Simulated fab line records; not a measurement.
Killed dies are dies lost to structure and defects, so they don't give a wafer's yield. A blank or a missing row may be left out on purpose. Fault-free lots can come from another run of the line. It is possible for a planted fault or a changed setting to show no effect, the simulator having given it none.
Split-lot experiment | flow sky130 | 23 wafers read from 5 lots, route of 708 steps

== THE SPLIT ITSELF ==
At SKY_VIA1_SPUTTER_20 (material TiN, target thk 20 nm, time 80 s), the setting chamber_pressure_pa was moved away from the recipe's 5 Pa on 20 of the 23 wafers read, by +11.3% to +14.9%. All remaining wafers had this setting at the recipe value.

The reading comes from the split's own step.

== THE READING ==
TiN_of_VIA1_SPUTTER_20.thk_nm (the simulator's own value, which no gauge read), in nm, at SKY_VIA1_SPUTTER_20 (material TiN, target thk 20 nm, time 80 s). The file gives no usual value for it. Here, 3 wafers ran the recipe; their average is 20.07 nm with a standard deviation of 0.11 nm.

wafer  | tool, chamber at the split | chamber_pressure_pa as run, Pa | against the recipe | TiN_of_VIA1_SPUTTER_20.thk_nm, nm | against lot-mates on the recipe
L076.1 | pvd_sputter-01, -          | 5.72                           | +14.4%             | 17.84                             | no lot-mate on the recipe
L076.2 | pvd_sputter-01, -          | 5.72                           | +14.4%             | 17.64                             | no lot-mate on the recipe
L076.3 | pvd_sputter-01, -          | 5.72                           | +14.4%             | 17.67                             | no lot-mate on the recipe
L076.5 | pvd_sputter-01, -          | 5.72                           | +14.4%             | 17.98                             | no lot-mate on the recipe
L076.6 | pvd_sputter-01, -          | 5.72                           | +14.4%             | 17.73                             | no lot-mate on the recipe
L080.1 | pvd_sputter-01, -          | 5.565                          | +11.3%             | 18.37                             | no lot-mate on the recipe
L080.3 | pvd_sputter-01, -          | 5.565                          | +11.3%             | 18.37                             | no lot-mate on the recipe
L080.4 | pvd_sputter-01, -          | 5.565                          | +11.3%             | 18.56                             | no lot-mate on the recipe
L080.5 | pvd_sputter-01, -          | 5.565                          | +11.3%             | 18.63                             | no lot-mate on the recipe
L080.6 | pvd_sputter-01, -          | 5.565                          | +11.3%             | 18.49                             | no lot-mate on the recipe
L082.1 | pvd_sputter-01, -          | 5.747                          | +14.9%             | 17.61                             | no lot-mate on the recipe
L082.2 | pvd_sputter-01, -          | 5.747                          | +14.9%             | 17.6                              | no lot-mate on the recipe
L082.3 | pvd_sputter-01, -          | 5.747                          | +14.9%             | 17.94                             | no lot-mate on the recipe
L082.5 | pvd_sputter-01, -          | 5.747                          | +14.9%             | 17.82                             | no lot-mate on the recipe
L082.6 | pvd_sputter-01, -          | 5.747                          | +14.9%             | 17.73                             | no lot-mate on the recipe
L083.4 | pvd_sputter-03, -          | 5                              | recipe             | 20.22                             | -
L083.5 | pvd_sputter-03, -          | 5                              | recipe             | 20                                | -
L083.6 | pvd_sputter-03, -          | 5                              | recipe             | 19.98                             | -
L085.2 | pvd_sputter-01, -          | 5.696                          | +13.9%             | 18.09                             | no lot-mate on the recipe
L085.3 | pvd_sputter-01, -          | 5.696                          | +13.9%             | 17.9                              | no lot-mate on the recipe
L085.4 | pvd_sputter-01, -          | 5.696                          | +13.9%             | 18.19                             | no lot-mate on the recipe
L085.5 | pvd_sputter-01, -          | 5.696                          | +13.9%             | 18.06                             | no lot-mate on the recipe
L085.6 | pvd_sputter-01, -          | 5.696                          | +13.9%             | 17.92                             | no lot-mate on the recipe

FIT RESULTS
A straight line over all 23 wafers: TiN_of_VIA1_SPUTTER_20.thk_nm changes by -0.155 nm for each +1% of chamber_pressure_pa; r = -0.98; the points scatter about the line by 0.15 nm.
Too few moved wafers have a lot-mate on the recipe to fit a line with each lot's own level taken away.

== FILE'S OWN FIT ==
TiN_of_VIA1_SPUTTER_20.thk_nm changes by -0.156 nm for each +1% of chamber_pressure_pa, r = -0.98.
